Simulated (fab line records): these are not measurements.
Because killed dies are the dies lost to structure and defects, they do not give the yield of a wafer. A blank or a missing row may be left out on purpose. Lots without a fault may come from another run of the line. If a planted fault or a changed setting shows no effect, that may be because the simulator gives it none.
Which of the tools did it?	flow gf180mcu	39 wafers from 13 lots sampled at 2 of the route's 602 steps

WHAT THE GAUGES SHOWED, per wafer
GF_MIM_THK_MEAS_06.
lot	measured	on	MIM_CVD_05_THK (nm)
L911	day 25 13:48	film_metro-03	41.6 42.2 42.7
L912	day 25 14:10	film_metro-03	42.0 41.1 41.9
L913	day 25 18:26	film_metro-03	42.0 41.7 42.3
L914	day 26 03:44	film_metro-03	42.0 40.9 42.4
L915	day 26 09:59	film_metro-04	41.9 42.2 43.2
L916	day 26 19:55	film_metro-04	41.5 41.9 42.3
L922	day 28 22:49	film_metro-04	41.9 42.3 42.7
L925	day 29 20:29	film_metro-04	41.7 41.1 42.5
L926	day 30 02:20	film_metro-04	41.9 43.0 43.2
L927	day 30 06:25	film_metro-01	41.9 42.0 42.3
L929	day 30 18:13	film_metro-01	41.3 41.1 42.4
L931	day 31 03:53	film_metro-03	41.2 41.5 41.5
L932	day 31 11:17	film_metro-01	42.0 42.9 42.8

EACH LOT AND THE TOOL THAT RAN IT (in order: tool; ch and the chambers of the sampled wafers; start)
lot	GF_VT_IMPLANT_STRIP_20
L911	plasma_asher-01 ch 0,1, day 6 22:17
L912	plasma_asher-03 ch 0,1, day 7 02:29
L913	plasma_asher-01 ch 0,1, day 7 07:50
L914	plasma_asher-01 ch 0,1, day 7 14:14
L915	plasma_asher-01 ch 0,1, day 7 19:02
L916	plasma_asher-01 ch 0,1, day 8 04:19
L922	plasma_asher-02 ch 0,1, day 9 19:12
L925	plasma_asher-03 ch 0,1, day 10 13:52
L926	plasma_asher-03 ch 0,1, day 10 20:01
L927	plasma_asher-02 ch 0,1, day 11 00:23
L929	plasma_asher-01 ch 0,1, day 11 13:47
L931	plasma_asher-01 ch 0,1, day 12 02:16
L932	plasma_asher-03 ch 0, day 12 11:17
- GF_VT_IMPLANT_STRIP_20: strips in O2/N2.

WHAT THE TOOLS THEMSELVES READ (means of the sampled wafers that have a number; where no wafer has one, the mark that the record gives instead)
GF_VT_IMPLANT_STRIP_20.
lot	tool	drypump_motor_current_A (A)	heater_power_w (W)	oes_product_au (a.u.)	strip_time_to_endpoint_s (s)
L911	plasma_asher-01	5.8	326	0.716	12.62
L912	plasma_asher-03	5.8	349	0.716	12.64
L913	plasma_asher-01	5.8	346	0.718	12.66
L914	plasma_asher-01	5.8	324	0.717	12.59
L915	plasma_asher-01	5.8	351	0.715	12.64
L916	plasma_asher-01	5.8	344	0.714	12.64
L922	plasma_asher-02	5.3	310	0.716	12.69
L925	plasma_asher-03	5.8	350	0.715	12.62
L926	plasma_asher-03	5.6	336	0.719	12.68
L927	plasma_asher-02	5.3	296	0.718	12.65
L929	plasma_asher-01	5.8	325	0.717	12.67
L931	plasma_asher-01	5.7	326	0.714	12.64
L932	plasma_asher-03	6.1	359	0.717	12.64

THE ANSWER, worked out from the rows above alone
Rule: the usual values come from the lots themselves. Put in order of their means at a reading, lots are off if they are a third of the lots or fewer, leave a main group of 4 or more, and stand apart from it by a gap of 3 or more times the standard deviation of the main group's means; of several such gaps the widest counts. Not used: any main group whose means are identical at the precision the tables above print for the reading. Also off: a lot with no number at a reading for which 4 or more lots have one. Any other lot the step has rows for is counted as sound. After the gauges, taken in route order, come the tools' own readings; for these a lot's mean is taken, as printed above. The first step at which some lot is off is used, and at that step the reading that is off furthest; a lot without a number counts as furthest.
No lot is off at any reading shown: from this, nothing can be told.

WHAT HAD BEEN PUT IN BY THE SIMULATOR
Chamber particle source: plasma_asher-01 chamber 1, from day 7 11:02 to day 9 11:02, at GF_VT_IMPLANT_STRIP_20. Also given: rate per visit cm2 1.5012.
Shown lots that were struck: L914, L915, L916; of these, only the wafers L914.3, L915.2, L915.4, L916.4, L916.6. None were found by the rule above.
